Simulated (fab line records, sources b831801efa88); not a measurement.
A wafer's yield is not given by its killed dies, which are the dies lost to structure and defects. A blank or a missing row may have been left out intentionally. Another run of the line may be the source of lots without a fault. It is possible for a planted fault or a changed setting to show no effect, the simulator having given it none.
fab line records	flow sky130
record lots=11	wafers=33	last_day=50
route steps=708 shown FIELD_ISO@3 PWDE@53 VT_ADJUST_HVTP@85 PAD_OPEN@708
lots that met no fault: taken from a fault-free run of the same line
start_h: the number of hours between the record's first day and the start of the first shown wafer of the lot	wait_h: time in hours since the lot's previous step	" identical to the entry in the row above	L1.1+2: a row that stands for several wafers	- no value, or no start was given	* or withheld: withheld	< > ~ a bound
route shown NAME@n: NAME is a module with steps in the file, n the number in the route of the first one	usual: mean/standard deviation taken from wafers without a fault	same: alike in all rows	chamber/n: place in a boat	sites: each site's reading	_std_site: standard deviation of those values	_edge_site: inner sites' mean taken away from outer sites' mean	radius_mm: for every site, how far away it sits from the centre of the wafer	mask NAME#n: copy n	behind: the most recent tool/chamber to have shaped the wafer	hold: cause of the lot's hold/its duration in hours/its outcome	device: which transistor (n, p or np) failed to switch	end of line: the same wafers' tests at the end of the route	a step without rows: its recipe alone	killed: at the first sort, the dies lost to defects and structure; wafer yield is something else	map: the dies of a wafer, with x for killed, . for not killed, _ for no die there
set.NAME: the run value of the setting; set.NAME@STEP: its run value at that earlier step	model.NAME: the simulator's own value behind a step, which no gauge read
one table for each step of the route and one row for each wafer, over a sample of lots
services: from which hour (start_h, from the record's first day; less than 0 if before it) a tool's chamber was out of use, for how many hours, and why
## steps
# step SKY_FIELD_ISO_THK_MEAS_02
# recipe reads=SiO2_of_FIELD_ISO_OXIDATION_01
# usual FIELD_ISO_OXIDATION_00_THK=12.04/0.21
lot.wafer	tool	chamber	start_h	wait_h	FIELD_ISO_OXIDATION_00_THK[nm]
L878.1	film_metro-02	-	11.63	0.0	11.78
L878.5	"	-	"	"	11.91
L878.6	"	-	"	"	11.78
L880.1	film_metro-04	-	21.94	0.0	11.91
L880.2	"	-	"	"	12.01
L880.4	"	-	"	"	11.95
L881.1	film_metro-03	-	26.68	0.0	11.94
L881.4	"	-	"	"	12.04
L881.6	"	-	"	"	12.01
L884.1	film_metro-03	-	41.63	0.0	12.18
L884.2	"	-	"	"	12.20
L884.6	"	-	"	"	12.25
L885.4	film_metro-03	-	46.66	0.0	12.44
L885.5	"	-	"	"	12.10
L885.6	"	-	"	"	12.13
L886.1	film_metro-02	-	52.77	0.0	12.44
L886.4	"	-	"	"	12.45
L886.5	"	-	"	"	12.58
L887.1	film_metro-02	-	56.93	0.0	11.98
L887.2	"	-	"	"	11.95
L887.4	"	-	"	"	11.96
L888.2	film_metro-03	-	61.64	0.0	11.87
L888.4	"	-	"	"	11.89
L888.5	"	-	"	"	11.82
L889.2	film_metro-03	-	68.09	0.0	11.89
L889.4	"	-	"	"	11.83
L889.5	"	-	"	"	11.79
L893.3	film_metro-04	-	87.18	0.0	11.80
L893.4	"	-	"	"	11.70
L893.6	"	-	"	"	11.91
L901.1	film_metro-04	-	126.63	0.0	11.88
L901.2	"	-	"	"	11.81
L901.6	"	-	"	"	12.16
# step SKY_FIELD_ISO_ETCH_14
# recipe chemistry=N2/H2	target=BARC	ion_energy_ev=200	source_w=500	bias_w=100	pressure_mtorr=30	n2_flow_sccm=100	h2_flow_sccm=200	stop_on=SiO2	time_s=45.9	target_depth_a=600
# usual chamber_pressure_mTorr=30.001/0.025	drypump_motor_current_A=5.7/0.4	h2_flow_sccm=200.0/0.58	oes_product_au=0.856/0.0044	throttle_valve_pct=13.224/0.009
# same time_s=45.9
lot.wafer	tool	chamber	start_h	wait_h	chamber_pressure_mTorr	drypump_motor_current_A	h2_flow_sccm	oes_product_au	rf_hours_counter_h	throttle_valve_pct
L878.1	rie_diel-03	1	27.84	0.1	30.033	5.6	199.9	0.858	177	13.223
L878.5	"	0	"	"	30.047	5.3	199.7	0.858	-	13.196
L878.6	"	3	"	"	29.989	5.1	200.5	0.852	-	13.231
L880.1	rie_diel-04	0	42.55	0.1	30.008	6.0	200.3	0.858	162	13.237
L880.2	"	2	"	"	29.965	5.6	200.5	0.851	76	13.222
L880.4	"	1	"	"	30.012	6.3	200.5	0.854	52	13.226
L881.1	rie_diel-04	0	47.61	0.1	29.981	6.0	200.8	0.856	162	13.240
L881.4	"	1	"	"	29.953	6.2	199.7	0.849	52	13.233
L881.6	"	0	"	"	30.023	6.0	200.4	0.856	-	13.233
L884.1	rie_diel-03	1	60.19	0.1	29.992	5.6	199.1	0.858	0	13.233
L884.2	"	2	"	"	30.008	6.0	199.2	0.850	26	13.215
L884.6	"	1	"	"	30.019	5.6	200.7	0.856	-	13.229
L885.4	rie_diel-03	1	64.85	0.0	29.979	5.6	199.8	0.865	0	13.224
L885.5	"	1	"	"	30.026	5.6	199.5	0.845	-	13.207
L885.6	"	0	"	"	29.983	5.3	199.3	0.855	-	13.243
L886.1	rie_diel-01	2	70.81	0.1	30.012	5.9	198.9	0.856	8	13.209
L886.4	"	0	"	"	29.983	5.4	199.2	0.859	88	13.218
L886.5	"	0	"	"	30.012	5.4	199.9	0.852	-	13.221
L887.1	rie_diel-04	1	75.15	0.1	29.989	6.3	200.1	0.857	53	13.229
L887.2	"	2	"	"	29.998	5.6	200.2	0.854	76	13.229
L887.4	"	0	"	"	29.994	6.0	199.4	0.866	162	13.222
L888.2	rie_diel-04	1	80.10	0.1	30.023	6.3	200.4	0.858	53	13.227
L888.4	"	3	"	"	29.948	5.8	199.5	0.850	64	13.230
L888.5	"	3	"	"	29.989	5.8	199.4	0.851	-	13.239
L889.2	rie_diel-01	0	86.54	0.1	30.013	5.4	199.1	0.856	88	13.232
L889.4	"	2	"	"	30.002	5.9	200.4	0.857	8	13.232
L889.5	"	3	"	"	30.037	5.0	199.8	0.854	-	13.245
L893.3	rie_diel-04	0	107.49	0.1	30.041	6.0	201.7	0.863	164	13.208
L893.4	"	2	"	"	29.992	5.6	198.8	0.855	77	13.216
L893.6	"	2	"	"	30.031	5.6	199.3	0.855	-	13.245
L901.1	rie_diel-03	0	153.00	0.1	29.990	5.3	200.2	0.857	124	13.225
L901.2	"	2	"	"	29.972	6.0	199.5	0.857	28	13.236
L901.6	"	3	"	"	29.999	5.0	201.3	0.857	-	13.231
# step SKY_PWDE_IMPLANT_08
# recipe species=B	energy_kev=150	dose_cm2=3.6e+12	tilt_deg=withheld
# usual dose_ions_cm2=3.6e+12/3.6e+09
lot.wafer	tool	chamber	start_h	wait_h	dose_ions_cm2
L878.1	implanter-04	0	67.28	0.0	3.601e+12
L878.5	"	0	"	"	3.604e+12
L878.6	"	0	"	"	3.602e+12
L880.1	implanter-03	0	81.48	0.0	3.59e+12
L880.2	"	0	"	"	3.594e+12
L880.4	"	0	"	"	3.597e+12
L881.1	implanter-01	0	86.80	0.0	3.596e+12
L881.4	"	0	"	"	3.601e+12
L881.6	"	0	"	"	3.593e+12
L884.1	implanter-04	0	103.18	0.0	3.594e+12
L884.2	"	0	"	"	3.605e+12
L884.6	"	0	"	"	3.594e+12
L885.4	implanter-01	0	109.58	0.1	3.605e+12
L885.5	"	0	"	"	3.6e+12
L885.6	"	0	"	"	3.599e+12
L886.1	implanter-01	0	113.40	0.0	3.599e+12
L886.4	"	0	"	"	3.599e+12
L886.5	"	0	"	"	3.602e+12
L887.1	implanter-01	0	116.18	0.0	3.6e+12
L887.2	"	0	"	"	3.6e+12
L887.4	"	0	"	"	3.599e+12
L888.2	implanter-04	0	122.50	0.0	3.602e+12
L888.4	"	0	"	"	3.606e+12
L888.5	"	0	"	"	3.607e+12
L889.2	implanter-01	0	128.18	0.0	3.495e+12
L889.4	"	0	"	"	3.5e+12
L889.5	"	0	"	"	3.494e+12
L893.3	implanter-01	0	158.70	0.1	3.494e+12
L893.4	"	0	"	"	3.499e+12
L893.6	"	0	"	"	3.502e+12
L901.1	implanter-03	0	200.38	0.0	3.594e+12
L901.2	"	0	"	"	3.602e+12
L901.6	"	0	"	"	3.6e+12
# step SKY_PWDE_TW_MEAS_10
# usual PWDE_TW=373.1/1.8
lot.wafer	tool	chamber	start_h	wait_h	PWDE_TW
L878.1	film_metro-02	-	67.53	0.1	374.9
L878.5	"	-	"	"	375.0
L878.6	"	-	"	"	373.3
L880.1	film_metro-01	-	81.73	0.1	372.2
L880.2	"	-	"	"	371.5
L880.4	"	-	"	"	372.8
L881.1	film_metro-01	-	87.05	0.1	372.0
L881.4	"	-	"	"	372.1
L881.6	"	-	"	"	372.6
L884.1	film_metro-03	-	103.43	0.1	370.5
L884.2	"	-	"	"	371.9
L884.6	"	-	"	"	370.3
L885.4	film_metro-02	-	109.78	0.1	376.9
L885.5	"	-	"	"	376.3
L885.6	"	-	"	"	375.7
L886.1	film_metro-01	-	113.65	0.1	373.6
L886.4	"	-	"	"	373.6
L886.5	"	-	"	"	373.8
L887.1	film_metro-01	-	116.43	0.1	374.2
L887.2	"	-	"	"	375.8
L887.4	"	-	"	"	374.2
L888.2	film_metro-02	-	122.74	0.1	374.1
L888.4	"	-	"	"	373.8
L888.5	"	-	"	"	374.4
L889.2	film_metro-03	-	128.41	0.1	371.3
L889.4	"	-	"	"	370.2
L889.5	"	-	"	"	370.8
L893.3	film_metro-03	-	158.92	0.1	368.7
L893.4	"	-	"	"	369.1
L893.6	"	-	"	"	367.0
L901.1	film_metro-03	-	200.63	0.1	371.7
L901.2	"	-	"	"	371.1
L901.6	"	-	"	"	371.3
# step SKY_NWELL_RS_MEAS_31
# recipe thk_meas_gauge=four-point-probe
# usual PWDE_RS=5279/18
lot.wafer	tool	chamber	start_h	wait_h	hold	PWDE_RS[ohm/sq]
L878.1	film_metro-02	-	103.18	0.1	-	5275
L878.5	"	-	"	"	-	5285
L878.6	"	-	"	"	-	5292
L880.1	film_metro-01	-	116.30	0.1	-	5264
L880.2	"	-	"	"	-	5239
L880.4	"	-	"	"	-	5271
L881.1	film_metro-01	-	122.83	0.1	-	5293
L881.4	"	-	"	"	-	5283
L881.6	"	-	"	"	-	5263
L884.1	film_metro-03	-	139.89	0.1	-	5269
L884.2	"	-	"	"	-	5283
L884.6	"	-	"	"	-	5293
L885.4	film_metro-02	-	146.58	0.1	-	5274
L885.5	"	-	"	"	-	5272
L885.6	"	-	"	"	-	5272
L886.1	film_metro-01	-	151.71	0.1	-	5275
L886.4	"	-	"	"	-	5282
L886.5	"	-	"	"	-	5276
L887.1	film_metro-01	-	154.78	0.1	-	5257
L887.2	"	-	"	"	-	5243
L887.4	"	-	"	"	-	5260
L888.2	film_metro-01	-	161.94	0.1	-	5275
L888.4	"	-	"	"	-	5277
L888.5	"	-	"	"	-	5289
L889.2	film_metro-03	-	167.77	0.1	await_dispo/0.2h/release	5409
L889.4	"	-	"	"	await_dispo/0.2h/release	5434
L889.5	"	-	"	"	await_dispo/0.2h/release	5419
L889.2	film_metro-03	-	168.05	0.3	-	5398
L889.4	"	-	"	"	-	5414
L889.5	"	-	"	"	-	5425
L893.3	film_metro-01	-	202.28	0.1	await_dispo/0.2h/release	5424
L893.4	"	-	"	"	await_dispo/0.2h/release	5414
L893.6	"	-	"	"	await_dispo/0.2h/release	5441
L893.3	film_metro-01	-	202.57	0.3	-	5423
L893.4	"	-	"	"	-	5420
L893.6	"	-	"	"	-	5436
L901.1	film_metro-03	-	244.48	0.1	-	5284
L901.2	"	-	"	"	-	5291
L901.6	"	-	"	"	-	5300
# step SKY_VT_ADJUST_HVTP_DEHYDRATE_00
# recipe temp_c=200	time_s=60
# same time_s=60
lot.wafer	tool	chamber	start_h	wait_h	hold
L878.1+5+6	litho_track-04	0	110.94	7.7	-
L880.1+2+4	litho_track-04	0	124.29	8.0	-
L881.1+4+6	litho_track-02	0	131.16	8.3	-
L884.1+2+6	litho_track-02	0	148.96	9.1	-
L885.4+5+6	litho_track-01	0	156.45	9.9	-
L886.1+4+5	litho_track-01	0	161.53	9.8	-
L887.1+2+4	litho_track-02	0	164.11	9.3	-
L888.2+4+5	litho_track-04	0	171.11	9.2	-
L889.2+4+5	litho_track-04	0	177.46	9.4	await_dispo/3.6h/release
L893.3+4+6	litho_track-01	0	212.63	10.0	await_dispo/3.7h/release
L901.1+2+6	litho_track-01	0	255.18	10.7	-
# step SKY_PAD_OPEN_PROBE_99
# usual killed_at_M0_to_M3=43/6.8	killed_at_M4_up=3.2/1.8	killed_at_contacts=24/5.2	killed_at_front_end=15/4.2	killed_at_other=0.4/0.62	killed_dies=85/8.7	killed_open=46/6.7	killed_short=39/5.9
# same gross_dies=492	killed_at_back_side=0
lot.wafer	tool	chamber	start_h	wait_h	killed_at_M0_to_M3	killed_at_M4_up	killed_at_contacts	killed_at_front_end	killed_at_other	killed_dies	killed_open	killed_short
L878.1	prober-01	-	1069.82	0.1	45	0	22	11	1	79	45	34
L878.5	prober-01	-	1070.02	0.2	46	3	22	16	0	87	50	36
L878.6	prober-01	-	1070.07	0.2	37	7	31	12	0	87	38	49
L880.1	prober-01	-	1082.27	0.1	56	3	28	16	0	103	56	47
L880.2	prober-01	-	1082.32	0.1	54	2	24	17	0	97	55	41
L880.4	prober-01	-	1082.42	0.2	44	1	21	17	0	83	48	33
L881.1	prober-01	-	1092.99	0.1	37	3	22	19	0	81	44	37
L881.4	prober-01	-	1093.14	0.2	49	6	24	12	1	92	58	34
L881.6	prober-01	-	1093.24	0.2	48	5	27	12	0	92	57	35
L884.1	prober-01	-	1112.67	0.1	40	3	31	15	0	89	54	35
L884.2	prober-01	-	1112.72	0.1	47	1	28	13	0	89	54	35
L884.6	prober-01	-	1112.92	0.2	45	4	31	13	0	93	54	39
L885.4	prober-02	-	1116.12	0.2	40	3	29	9	0	81	51	30
L885.5	prober-02	-	1116.17	0.2	36	1	30	16	2	85	43	41
L885.6	prober-02	-	1116.22	0.2	47	1	30	7	1	86	51	35
L887.1	prober-01	-	1124.86	0.1	32	0	28	12	0	72	32	40
L887.2	prober-01	-	1124.91	0.1	37	3	36	9	0	85	44	41
L887.4	prober-01	-	1125.01	0.2	42	3	30	15	0	90	48	42
L886.1	prober-02	-	1125.35	0.1	38	0	22	12	0	72	35	37
L886.4	prober-02	-	1125.50	0.2	45	3	23	9	0	80	42	38
L886.5	prober-02	-	1125.55	0.2	41	4	18	6	2	71	35	36
L889.2	prober-01	-	1136.61	0.1	39	1	23	20	0	83	47	35
L889.4	prober-01	-	1136.71	0.2	40	2	20	17	0	79	40	36
L889.5	prober-01	-	1136.76	0.2	45	4	39	14	0	102	59	42
L888.2	prober-02	-	1139.66	0.1	48	0	24	20	0	92	46	44
L888.4	prober-02	-	1139.76	0.2	45	4	22	19	2	92	40	52
L888.5	prober-02	-	1139.81	0.2	53	4	31	7	0	95	56	38
L893.3	prober-01	-	1162.87	0.2	49	5	18	21	0	93	45	48
L893.4	prober-01	-	1162.92	0.2	55	5	24	15	0	99	56	43
L893.6	prober-01	-	1163.02	0.2	49	2	17	10	0	78	42	36
L901.1	prober-01	-	1191.16	0.1	51	5	19	13	0	88	55	33
L901.2	prober-01	-	1191.21	0.1	43	2	23	16	1	85	51	33
L901.6	prober-01	-	1191.41	0.2	50	3	16	16	0	85	49	36
# killed by level:class
L878.1 METAL1:geometric_particle:short=9 CONTACT:geometric_particle:open=8 VIA2:geometric_particle:open=8 VIA1:geometric_particle:open=6 VIA3:geometric_particle:open=5 METAL2:geometric_particle:short=5 SPACER:geometric_particle:open=4 LI_CONTACT:geometric_particle:open=4
L878.5 VIA1:geometric_particle:open=12 CONTACT:geometric_particle:open=9 VIA2:geometric_particle:open=9 VIA3:geometric_particle:open=6 LI_CONTACT:geometric_particle:short=5 LI_CONTACT:geometric_particle:open=5 VIA1:geometric_particle:short=5 FIELD_ISO:geometric_particle:short=4
L878.6 LI_CONTACT:geometric_particle:open=9 CONTACT:geometric_particle:open=8 VIA3:geometric_particle:open=7 METAL4:geometric_particle:short=7 LOCAL_INTERCONNECT:geometric_particle:short=6 CONTACT:geometric_particle:short=6 METAL2:geometric_particle:short=5 METAL3:geometric_particle:short=5
L880.1 VIA1:geometric_particle:open=12 CONTACT:geometric_particle:open=10 VIA3:geometric_particle:open=9 METAL1:geometric_particle:short=9 FIELD_ISO:geometric_particle:open=6 METAL2:geometric_particle:short=6 CONTACT:geometric_particle:short=5 LI_CONTACT:geometric_particle:open=5
L880.2 VIA3:geometric_particle:open=12 CONTACT:geometric_particle:open=10 VIA1:geometric_particle:open=9 METAL1:geometric_particle:short=6 VIA2:geometric_particle:open=6 LI_CONTACT:geometric_particle:open=5 VIA1:geometric_particle:short=5 METAL2:geometric_particle:short=5
L880.4 CONTACT:geometric_particle:open=11 VIA2:geometric_particle:open=10 VIA3:geometric_particle:open=7 LI_CONTACT:geometric_particle:open=6 METAL1:geometric_particle:short=6 VIA1:geometric_particle:open=6 METAL2:geometric_particle:short=6 POLY_GATE:geometric_particle:short=5
L881.1 VIA1:geometric_particle:open=8 CONTACT:geometric_particle:open=7 LOCAL_INTERCONNECT:geometric_particle:short=6 VIA3:geometric_particle:short=6 FIELD_ISO:geometric_particle:open=5 LI_CONTACT:geometric_particle:short=5 VIA3:geometric_particle:open=5 POLY_GATE:geometric_particle:short=4
L881.4 CONTACT:geometric_particle:open=12 VIA1:geometric_particle:open=11 VIA3:geometric_particle:open=10 VIA2:geometric_particle:open=7 VIA1:geometric_particle:short=6 METAL4:geometric_particle:short=5 METAL2:geometric_particle:short=4 FIELD_ISO:geometric_particle:open=3
L881.6 VIA3:geometric_particle:open=11 CONTACT:geometric_particle:open=8 VIA1:geometric_particle:open=8 VIA2:geometric_particle:open=7 LI_CONTACT:geometric_particle:open=6 LOCAL_INTERCONNECT:geometric_particle:short=6 METAL1:geometric_particle:short=6 FIELD_ISO:geometric_particle:open=4
L884.1 CONTACT:geometric_particle:open=13 VIA1:geometric_particle:open=12 CONTACT:geometric_particle:short=7 VIA2:geometric_particle:open=5 VIA3:geometric_particle:open=5 FIELD_ISO:geometric_particle:open=4 POLY_GATE:geometric_particle:open=4 LI_CONTACT:geometric_particle:open=4
L884.2 VIA1:geometric_particle:open=15 CONTACT:geometric_particle:open=15 VIA2:geometric_particle:open=8 CONTACT:geometric_particle:short=7 VIA1:geometric_particle:short=7 METAL1:geometric_particle:short=6 FIELD_ISO:geometric_particle:open=4 POLY_GATE:geometric_particle:short=4
L884.6 CONTACT:geometric_particle:open=9 VIA1:geometric_particle:open=9 VIA2:geometric_particle:open=8 VIA3:geometric_particle:open=7 LI_CONTACT:geometric_particle:open=6 LOCAL_INTERCONNECT:geometric_particle:short=6 LOCAL_INTERCONNECT:geometric_particle:open=5 POLY_GATE:geometric_particle:short=4
L885.4 CONTACT:geometric_particle:open=14 VIA1:geometric_particle:open=13 LI_CONTACT:geometric_particle:open=5 LOCAL_INTERCONNECT:geometric_particle:short=5 VIA3:geometric_particle:open=5 POLY_GATE:geometric_particle:open=4 CONTACT:geometric_particle:short=4 VIA1:geometric_particle:short=4
L885.5 CONTACT:geometric_particle:open=16 CONTACT:geometric_particle:short=9 FIELD_ISO:geometric_particle:short=6 METAL1:geometric_particle:short=6 VIA3:geometric_particle:open=6 FIELD_ISO:geometric_particle:open=5 VIA1:geometric_particle:open=5 VIA3:geometric_particle:short=4
L885.6 VIA1:geometric_particle:open=14 LI_CONTACT:geometric_particle:open=9 VIA3:geometric_particle:open=9 CONTACT:geometric_particle:short=8 CONTACT:geometric_particle:open=8 METAL1:geometric_particle:short=4 VIA1:geometric_particle:short=4 METAL3:geometric_particle:short=4
L887.1 CONTACT:geometric_particle:open=11 METAL1:geometric_particle:short=8 VIA2:geometric_particle:open=6 CONTACT:geometric_particle:short=6 LOCAL_INTERCONNECT:geometric_particle:short=5 VIA2:geometric_particle:short=4 VIA1:geometric_particle:short=4 SPACER:geometric_particle:short=3
L887.2 CONTACT:geometric_particle:open=13 LI_CONTACT:geometric_particle:open=9 VIA1:geometric_particle:short=7 VIA1:geometric_particle:open=7 CONTACT:geometric_particle:short=6 VIA3:geometric_particle:open=5 METAL2:geometric_particle:short=5 LOCAL_INTERCONNECT:geometric_particle:short=4
L887.4 VIA1:geometric_particle:open=10 CONTACT:geometric_particle:open=10 LI_CONTACT:geometric_particle:open=8 VIA1:geometric_particle:short=8 METAL1:geometric_particle:short=6 POLY_GATE:geometric_particle:short=5 CONTACT:geometric_particle:short=5 VIA2:geometric_particle:open=5
L886.1 CONTACT:geometric_particle:open=10 VIA1:geometric_particle:open=7 LOCAL_INTERCONNECT:geometric_particle:short=6 METAL2:geometric_particle:short=5 VIA3:geometric_particle:open=5 FIELD_ISO:geometric_particle:short=4 CONTACT:geometric_particle:short=4 VIA2:geometric_particle:open=4
L886.4 CONTACT:geometric_particle:open=10 VIA3:geometric_particle:open=7 METAL2:geometric_particle:short=7 VIA2:geometric_particle:open=7 VIA1:geometric_particle:open=6 VIA1:geometric_particle:short=5 LI_CONTACT:geometric_particle:open=4 CONTACT:geometric_particle:short=4
L886.5 VIA1:geometric_particle:open=12 LI_CONTACT:geometric_particle:open=5 CONTACT:geometric_particle:open=5 METAL1:geometric_particle:short=5 LOCAL_INTERCONNECT:geometric_particle:short=4 VIA1:geometric_particle:short=4 VIA2:geometric_particle:short=4 VIA2:geometric_particle:open=4
L889.2 CONTACT:geometric_particle:open=9 VIA1:geometric_particle:open=9 VIA3:geometric_particle:open=8 VIA2:geometric_particle:open=6 FIELD_ISO:geometric_particle:open=5 CONTACT:geometric_particle:short=5 FIELD_ISO:geometric_particle:short=4 LI_CONTACT:geometric_particle:open=4
L889.4 VIA1:geometric_particle:open=9 VIA3:geometric_particle:open=9 CONTACT:geometric_particle:open=8 POLY_GATE:geometric_particle:short=5 METAL2:geometric_particle:short=5 LOCAL_INTERCONNECT:geometric_particle:short=5 VIA2:geometric_particle:open=4 FIELD_ISO:geometric_particle:short=3
L889.5 LI_CONTACT:geometric_particle:open=13 VIA1:geometric_particle:open=13 CONTACT:geometric_particle:open=8 CONTACT:geometric_particle:short=7 LI_CONTACT:geometric_particle:short=6 METAL3:geometric_particle:short=6 VIA1:geometric_particle:short=6 VIA2:geometric_particle:open=6
L888.2 VIA3:geometric_particle:open=10 VIA1:geometric_particle:open=8 CONTACT:geometric_particle:open=7 METAL3:geometric_particle:short=7 FIELD_ISO:geometric_particle:open=6 CONTACT:geometric_particle:short=6 LOCAL_INTERCONNECT:geometric_particle:short=6 FIELD_ISO:geometric_particle:short=5
L888.4 VIA1:geometric_particle:open=9 CONTACT:geometric_particle:open=8 FIELD_ISO:geometric_particle:short=7 CONTACT:geometric_particle:short=6 VIA3:geometric_particle:short=6 VIA3:geometric_particle:open=6 VIA2:geometric_particle:open=5 METAL2:geometric_particle:short=5
L888.5 CONTACT:geometric_particle:open=16 VIA1:geometric_particle:open=11 VIA2:geometric_particle:open=11 VIA1:geometric_particle:short=6 VIA3:geometric_particle:short=6 VIA3:geometric_particle:open=6 METAL2:geometric_particle:short=5 POLY_GATE:geometric_particle:short=5
L893.3 METAL1:geometric_particle:short=8 VIA3:geometric_particle:open=7 CONTACT:geometric_particle:open=7 METAL2:geometric_particle:short=7 FIELD_ISO:geometric_particle:open=6 POLY_GATE:geometric_particle:open=6 VIA1:geometric_particle:short=6 METAL3:geometric_particle:short=5
L893.4 VIA1:geometric_particle:open=17 LI_CONTACT:geometric_particle:open=9 VIA3:geometric_particle:open=8 VIA2:geometric_particle:open=8 VIA3:geometric_particle:short=6 FIELD_ISO:geometric_particle:short=5 LOCAL_INTERCONNECT:geometric_particle:short=5 CONTACT:geometric_particle:open=5
L893.6 METAL2:geometric_particle:short=12 CONTACT:geometric_particle:open=8 VIA1:geometric_particle:short=8 VIA1:geometric_particle:open=8 VIA3:geometric_particle:open=5 LOCAL_INTERCONNECT:geometric_particle:open=4 VIA2:geometric_particle:open=4 VIA2:geometric_particle:short=4
L901.1 VIA2:geometric_particle:open=15 VIA1:geometric_particle:open=13 LI_CONTACT:geometric_particle:open=8 CONTACT:geometric_particle:open=7 METAL2:geometric_particle:short=6 FIELD_ISO:geometric_particle:open=4 POLY_GATE:geometric_particle:short=4 METAL3:geometric_particle:short=4
L901.2 VIA3:geometric_particle:open=11 CONTACT:geometric_particle:open=9 VIA1:geometric_particle:open=8 VIA2:geometric_particle:open=6 FIELD_ISO:geometric_particle:open=5 LOCAL_INTERCONNECT:geometric_particle:short=5 CONTACT:geometric_particle:short=5 VIA3:geometric_particle:short=5
L901.6 VIA1:geometric_particle:open=14 VIA2:geometric_particle:open=9 VIA3:geometric_particle:short=7 CONTACT:geometric_particle:open=7 POLY_GATE:geometric_particle:open=6 FIELD_ISO:geometric_particle:open=5 VIA3:geometric_particle:open=4 METAL1:geometric_particle:short=4
## services
tool	chamber	start_h	hours	kind
rie_diel-01	-	4.51	0.9	repair
implanter-04	-	10.38	2.3	repair
rie_diel-04	-	54.57	1.8	repair
rie_diel-01	1	54.79	3.5	repair
rie_diel-03	3	55.72	8.0	repair
rie_diel-04	3	67.95	4.1	repair
rie_diel-03	0	78.77	6.4	repair
implanter-04	-	82.60	0.7	repair
rie_diel-03	-	86.76	2.9	repair
implanter-01	-	94.78	8.4	repair
rie_diel-01	-	97.95	21.2	repair
rie_diel-03	3	107.63	7.7	repair
rie_diel-03	-	120.12	0.6	repair
implanter-01	-	122.25	1.6	repair
implanter-04	-	136.49	4.0	repair
implanter-04	-	147.27	163.1	pm
rie_diel-01	3	156.66	7.4	repair
rie_diel-04	3	170.78	19.6	repair
rie_diel-04	-	186.10	0.9	repair
rie_diel-03	1	190.01	2.6	repair
rie_diel-04	2	194.15	7.6	repair
rie_diel-03	0	221.02	4.4	repair
implanter-01	-	222.65	4.8	repair
rie_diel-04	3	222.77	16.7	repair
## key
first_sign step=SKY_PWDE_IMPLANT_08	reading=dose_ions_cm2	direction=down	sigmas=28	usual=*	struck=*
effect step=SKY_PWDE_TW_MEAS_10	reading=PWDE_TW	direction=down	sigmas=2	usual=373.1	struck=369.5
effect step=SKY_NWELL_RS_MEAS_31	reading=PWDE_RS	direction=up	sigmas=7.9	usual=5279	struck=5423
met_at SKY_PWDE_IMPLANT_08
struck_lots L889,L893
tester_left_out L889,L893
not_acting_at SKY_FIELD_ISO_THK_MEAS_02,SKY_FIELD_ISO_ETCH_14,SKY_PWDE_TW_MEAS_10
onset_between 116.18 128.18
fault kind=process_parameter_drift	tool=implanter-01	chamber=-	onset_h=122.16	steps=SKY_PWDE_IMPLANT_08	channel=dose_cm2	offset=*	shape=step	end_h=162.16	acts_in=*	stated=*
# tester_left_out: of these lots the tester's yield and bins aren't shown, on N5 and GAA mostly nor the transistor test; their killed dies are dies lost to structure and defects alone, not to doping, threshold or leakage, so they don't give the yield
